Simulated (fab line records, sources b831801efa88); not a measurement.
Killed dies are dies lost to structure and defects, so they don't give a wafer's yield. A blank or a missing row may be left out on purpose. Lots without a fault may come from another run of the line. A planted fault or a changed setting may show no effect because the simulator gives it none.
Problem report in the 8D (eight disciplines) form, filled by code | flow gf180mcu | the parts of the form that need people (team, actions taken, sign-off) are left out

1. THE PROBLEM
run_length_s at GF_STI_ETCH_14 reads a mean of 85.0 s on 3 wafers of 2 lots; wafers without a fault read 131.1 s with a standard deviation of 0.52. That is -89 standard deviations from the usual mean.
The step: etches Si in HBr/Cl2/O2, target depth 360 nm, time 102.9 s.
First seen on wafer L179.4, day 3 04:20, on rie_si-02. The record holds 18 wafers of 6 lots with a number at this step. Rule for "out", or "out of limits": more than 4 standard deviations from the usual mean. The other wafers with a number count as sound.

2. WHAT IT IS AND WHAT IT IS NOT
question                    | is                     | is not
which readings at this step | run_length_s           | drypump_motor_current_A, oes_product_au, throttle_valve_pct
which lots                  | L179, L182             | L175, L189, L194, L196
which wafers of those lots  | L179.4, L182.4, L182.6 | L179.5, L179.6, L182.1
read on which tools         | rie_si-02              | rie_si-01
when                        | from day 3 04:20       | up to then (5 sound wafers); but 10 sound wafers of L182, L189, L194, L196 came after

3. SUSPECTS, AND WHAT RULES EACH OUT
Counting: a tool at a process step up to the reading stays a suspect if it ran every lot that is out. Sound lots after the first of them don't rule it out here, since some wafers of a struck lot are sound.
- rie_si-02 at GF_STI_ETCH_14 (etches Si in HBr/Cl2/O2, target depth 360 nm, time 102.9 s): kept. It ran every lot that is out, first L179 (day 3 04:20). Its own readings are out on those wafers: run_length_s.
- Within rie_si-02 at GF_STI_ETCH_14: the wafers that are out ran in chamber 2; their sound lot-mates ran in chambers 0, 1, 3.
Left after counting: rie_si-02 at GF_STI_ETCH_14.

4. THE CAUSE (what the simulator had put in)
Process parameter drift: rie_si-02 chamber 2, from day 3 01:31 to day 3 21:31, at GF_STI_ETCH_14. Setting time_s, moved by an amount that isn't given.
Counting left only this tool.

5. THE CHAIN OF EFFECTS, in route order
Each row: a reading whose mean over the struck wafers that have a number lies more than 3 standard deviations from the usual. Only readings for which the record gives a usual standard deviation are gone through. hours: the time from each lot's start at the first step in this table that gives one to its start at this step, as a median over the lots. sigmas: the change in usual standard deviations.
hours | step            | reading                  | usual      | on struck wafers | change | sigmas
0     | GF_STI_ETCH_14  | run_length_s             | 131.1 s    | 85.0             | -46.1  | -89
0     | GF_STI_STRIP_15 | oes_product_au           | 0.383 a.u. | 0.409            | +0.026 | +5.0
0     | GF_STI_STRIP_15 | strip_time_to_endpoint_s | 3.72 s     | 4.27             | +0.55  | +15
The process steps in it:
- GF_STI_ETCH_14: etches Si in HBr/Cl2/O2, target depth 360 nm, time 102.9 s.
- GF_STI_STRIP_15: strips in O2/N2.

6. WHAT WOULD HAVE CAUGHT IT SOONER
In this record the first reading out of limits was taken at day 3 04:20, 3 hours after the fault began at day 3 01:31.
